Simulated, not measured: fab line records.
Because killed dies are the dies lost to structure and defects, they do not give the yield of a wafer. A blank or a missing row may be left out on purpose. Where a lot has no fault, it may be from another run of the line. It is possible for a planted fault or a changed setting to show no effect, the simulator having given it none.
8D (eight disciplines) problem report, filled in by code || flow sky130 || the parts of the form that need people (team, actions taken, sign-off) are left out

1. THE ISSUE
LI_CONTACT_HDPCVD_THK at SKY_LI_CONTACT_THK_MEAS_01 reads a mean of 1058 nm on 1 wafer of 1 lot; wafers without a fault read 932 nm with a standard deviation of 12. That is +10 standard deviations from the usual mean.
First observed at day 29 04:01: wafer L236.6, on film_metro-03. The record holds 39 wafers of 13 lots with a number at this step. The rule behind "out" and "out of limits": a value lying over 4 standard deviations away from the usual mean. The rest of the wafers with a number are treated as sound.

2. WHAT THIS IS AND IS NOT
{"question": "which readings at this step", "is": "LI_CONTACT_HDPCVD_THK", "is not": "-"}
{"question": "which lots", "is": "L236", "is not": "L232, L233, L234, L246, L247, L248, L249, L250, L252, L253, L254, L255"}
{"question": "which wafers of those lots", "is": "L236.6", "is not": "L236.1, L236.4"}
{"question": "read on which gauges", "is": "film_metro-03", "is not": "film_metro-01"}
{"question": "when", "is": "from day 29 04:01", "is not": "up to then (11 sound wafers); but 27 sound wafers of L246, L247, L248, L249, L250, L252, L253, L254, L255 came after"}

3. SUSPECTS, AND WHAT RULES EACH OUT
Counting: if a tool at a process step up to the reading ran every lot that is out, it stays a suspect. Sound lots after the first of them don't rule it out here, since some wafers of a struck lot are sound.
- the gauge at SKY_LI_CONTACT_THK_MEAS_01 is ruled out. All the wafers that are out were read on film_metro-03, but those of them that SKY_LI_CONTACT_HDPCVD_00 has rows for are out there too, on other tools.
- plasma_asher-03 at SKY_GATE_OXIDE_STRIP_13 (strips in O2/N2): kept. It ran the lot that is out, L236 (day 15 00:46); its last sound lot up to then is L234 (day 14 15:15).
- plasma_asher-03 at SKY_LDD_P_STRIP_10 (strips in O2/N2): kept. It ran the lot that is out, L236 (day 20 11:02).
- hdpcvd-01 at SKY_LI_CONTACT_HDPCVD_00 (deposits PSG, target thk 930 nm, time 155 s): kept. It ran the lot that is out, L236 (day 29 03:55); its last sound lot up to then is L234 (day 28 14:51). Its own run_length_s readings are out on those wafers.
- Within plasma_asher-03 at SKY_GATE_OXIDE_STRIP_13: the wafers that are out ran in chamber 1; their sound lot-mates ran in chamber 0.
- In hdpcvd-01 at SKY_LI_CONTACT_HDPCVD_00, the wafers that are out were processed in chamber 2 and their sound lot-mates in chambers 0, 1.
Left after counting: plasma_asher-03 at SKY_GATE_OXIDE_STRIP_13, plasma_asher-03 at SKY_LDD_P_STRIP_10, hdpcvd-01 at SKY_LI_CONTACT_HDPCVD_00.

4. THE CAUSE (what the simulator had put in)
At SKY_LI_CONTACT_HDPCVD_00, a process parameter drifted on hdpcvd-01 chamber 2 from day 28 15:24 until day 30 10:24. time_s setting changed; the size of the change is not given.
3 suspects survive the count, and this tool is in that group.

5. THE CHAIN OF EFFECTS, in route order
Rows list readings where the struck wafers' mean (over those with a number) sits beyond 3 standard deviations from the usual. Only readings for which the record gives a usual standard deviation are gone through. hours: the time from each lot's start at the first step in this table that gives one to its start at this step, as a median over the lots. sigmas: the change in usual standard deviations.
{"hours": 0, "step": "SKY_LI_CONTACT_HDPCVD_00", "reading": "run_length_s", "usual": "183.0 s", "on struck wafers": 203.7, "change": "+20.7", "sigmas": "+67"}
{"hours": 0, "step": "SKY_LI_CONTACT_THK_MEAS_01", "reading": "LI_CONTACT_HDPCVD_THK", "usual": "932 nm", "on struck wafers": 1058, "change": "+126", "sigmas": "+10"}
{"hours": 0, "step": "SKY_LI_CONTACT_CMP_02", "reading": "time_to_endpoint_s", "usual": "33.0 s", "on struck wafers": 45.0, "change": "+12.0", "sigmas": "+4.1"}
Here are the process steps it includes:
- SKY_LI_CONTACT_HDPCVD_00: deposits PSG, target thk 930 nm, time 155 s.
- SKY_LI_CONTACT_CMP_02: polishes PSG.

6. WHAT WOULD HAVE CAUGHT IT SOONER
In this record the first reading out of limits at a measuring or inspecting step was taken at day 29 04:01, 13 hours after the fault began at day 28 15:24.
The tool's own readings at SKY_LI_CONTACT_HDPCVD_00 were out on every struck wafer that the step has a row for (run_length_s): an alarm limit on them would have fired on the first of those.
Lots out: 1; all had begun SKY_LI_CONTACT_HDPCVD_00 on hdpcvd-01 by day 29 04:01. Had the tool been put on hold then, not one of them would have been saved.
